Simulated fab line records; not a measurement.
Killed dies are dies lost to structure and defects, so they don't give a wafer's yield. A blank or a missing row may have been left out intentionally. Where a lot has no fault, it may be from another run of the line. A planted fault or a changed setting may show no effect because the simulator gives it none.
The same fault as seen by 2 desks :: flow sky130 :: what lay behind the numbers comes last; until then each desk has only its own

METROLOGY DESK
What the gauges read, lot by lot, whatever tool the lot ran on: means of the sampled wafers that have a number. The brackets show how far a lot's mean lies from the usual mean; more than 4 standard deviations puts the lot out of limits, marked OUT.
Columns: A = VT_ADJUST_PCH_OVL at SKY_VT_ADJUST_PCH_OVL_MEAS_07, usual 1.5 nm; B = VT_ADJUST_PCH_TW at SKY_VT_ADJUST_PCH_TW_MEAS_10, usual 143.8; C = cdNm at SKY_SONOS_TUNNEL_CD_MEAS_07, usual 410.2 nm
lot: L754
first seen here: day 12 20:10
A: 2.6
B: 145.0
C: 409.9

lot: L760
first seen here: day 14 15:24
A: 1.6
B: 142.5
C: 414.6

lot: L761
first seen here: day 14 20:40
A: 0.2
B: 142.5
C: 409.7

lot: L768
first seen here: day 17 01:36
A: -0.5
B: 143.8
C: 408.4

lot: L769
first seen here: day 17 12:45
A: 0.1
B: 141.9
C: 411.2

lot: L770
first seen here: day 17 20:19
A: 0.8
B: 144.2
C: 411.0
This desk found nothing out of limits on any of the 6 lots.

DESK OF THE TOOL OWNER: lithoTrack-01
The tool's own readings at SKY_SONOS_TUNNEL_COAT_02 (resist thk 1140 nm): means of the sampled wafers that have a number, for each lot that ran on this tool. The brackets show how far a lot's mean lies from the usual mean; more than 4 standard deviations puts the lot out of limits, marked OUT.
Columns: A = spinSpeedRpm at SKY_SONOS_TUNNEL_COAT_02, usual 3000.4 rpm
lot: L760
first seen here: day 15 03:59
A: 3102.9 (+45) OUT

lot: L761
first seen here: day 15 10:07
A: 3101.8 (+44) OUT

lot: L768
first seen here: day 17 15:26
A: 2999.4

lot: L769
first seen here: day 18 02:52
A: 3001.2

lot: L770
first seen here: day 18 10:50
A: 2998.9
Finding of this desk: L760, L761 out of limits; the first was L760 at day 15 03:59, on spinSpeedRpm at SKY_SONOS_TUNNEL_COAT_02. Within limits: L768, L769, L770.

TAKEN TOGETHER
The tool owner's desk had the chance to raise an alarm at day 15 03:59 on L760, L761.
From the metrology desk's view, nothing was out of limits.
The metrology desk has L760, L761 on record, within its limits.
On lithoTrack-01, each named lot ran SKY_SONOS_TUNNEL_COAT_02.

WHAT THE SIMULATOR PUT IN
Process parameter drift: lithoTrack-01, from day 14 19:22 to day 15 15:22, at SKY_SONOS_TUNNEL_COAT_02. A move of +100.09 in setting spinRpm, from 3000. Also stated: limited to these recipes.
Shown lots that were struck: L760, L761.
How many hours passed from the start of the fault until each desk's first out-of-limits reading: the tool owner's desk, 9.
